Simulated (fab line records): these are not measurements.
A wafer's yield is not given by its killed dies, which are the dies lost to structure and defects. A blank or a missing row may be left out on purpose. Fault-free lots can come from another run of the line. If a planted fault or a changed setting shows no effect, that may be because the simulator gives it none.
Problem report in the 8D (eight disciplines) form, filled by code + flow gf180mcu + the parts of the form that need people (team, actions taken, sign-off) are left out

## 1. THE ISSUE
Mean CONTACT_W_RS at GF_CONTACT_RS_MEAS_25: 0.328 ohm/sq over 6 wafers in 2 lots; fault-free wafers: 0.379 ohm/sq, standard deviation 0.0088. That puts it -5.8 standard deviations away from the usual mean.
The step: measures by four-point-probe.
The first sign was on wafer L599.1 at day 21 02:37, on film_metro-04. Wafers with a number at this step in the record: 36, from 12 lots. By rule, "out" or "out of limits" means more than 4 standard deviations away from the usual mean. The other wafers with a number count as sound.

## 2. WHAT IT IS, WHAT IT ISN'T
| question                    | is                           | is not                                                                                 |
|-----------------------------|------------------------------|----------------------------------------------------------------------------------------|
| which readings at this step | CONTACT_W_RS                 | -                                                                                      |
| which lots                  | L599, L600                   | L586, L587, L588, L592, L593, L596, L602, L603, L605, L609                             |
| which wafers of those lots  | all that have a number       | -                                                                                      |
| read on which gauges        | film_metro-03, film_metro-04 | film_metro-02                                                                          |
| when                        | from day 21 02:37            | up to then (18 sound wafers); but 12 sound wafers of L602, L603, L605, L609 came after |

## 3. WHAT RULES OUT EACH SUSPECT
Counting: any tool at a process step up to the reading is kept as a suspect provided that every lot that is out went through it and no sound lot did after the first of them.
- the gauge at GF_CONTACT_RS_MEAS_25: ruled out. Those wafers that are out were read across 2 gauges (film_metro-03, film_metro-04).
- cvd_w-01 at GF_CONTACT_CVD_24 (deposits W, target thk 300 nm, time 90.339 s): kept. It processed each lot that is out, first L599 at day 21 02:31, and no sound lot thereafter; up to then, the last sound lot it processed was L596 at day 20 05:30.
Remaining after the count: cvd_w-01 at GF_CONTACT_CVD_24.

## 4. THE CAUSE (what the simulator had put in)
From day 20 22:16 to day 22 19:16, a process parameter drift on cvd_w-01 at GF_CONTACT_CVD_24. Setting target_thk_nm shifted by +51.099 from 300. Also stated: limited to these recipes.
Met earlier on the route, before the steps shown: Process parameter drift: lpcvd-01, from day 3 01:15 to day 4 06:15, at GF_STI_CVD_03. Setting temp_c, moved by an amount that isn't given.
Only this tool survived the counting.

## 5. THE EFFECT CHAIN, in route order
One row per reading whose mean, taken over the struck wafers that have a number, lies over 3 standard deviations from the usual. Only readings whose record carries a usual standard deviation are examined. hours: median over the lots of the time between each lot's start at the first step of this table that gives one and its start at this step. sigmas: the change, counted in usual standard deviations.
| hours | step                   | reading            | usual        | on struck wafers | change | sigmas |
|-------|------------------------|--------------------|--------------|------------------|--------|--------|
| 0     | GF_CONTACT_RS_MEAS_25  | CONTACT_W_RS       | 0.379 ohm/sq | 0.328            | -0.051 | -5.8   |
| 0     | GF_CONTACT_THK_MEAS_26 | CONTACT_W_THK      | 302 nm       | 348              | +46    | +6.3   |
| 0     | GF_CONTACT_CMP_27      | time_to_endpoint_s | 74 s         | 89               | +15    | +3.9   |
It contains these process steps:
- GF_CONTACT_CMP_27: polishes, stops on SiO2, t overpolish 15 s, target thk 0 nm.

## 6. WHAT WOULD HAVE CAUGHT IT SOONER
4 hours passed between the start of the fault at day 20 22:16 and the first reading out of limits at a measuring or inspecting step in this record, taken at day 21 02:37.
Of the tool readings at GF_CONTACT_CVD_24 for which the record gives a usual standard deviation, none was out on any struck wafer, so an alarm limit of 4 standard deviations on them would not have fired.
Lots out: 2; of these, L600 started GF_CONTACT_CVD_24 on cvd_w-01 after day 21 02:37. Had the tool been put on hold then, it would have been spared.
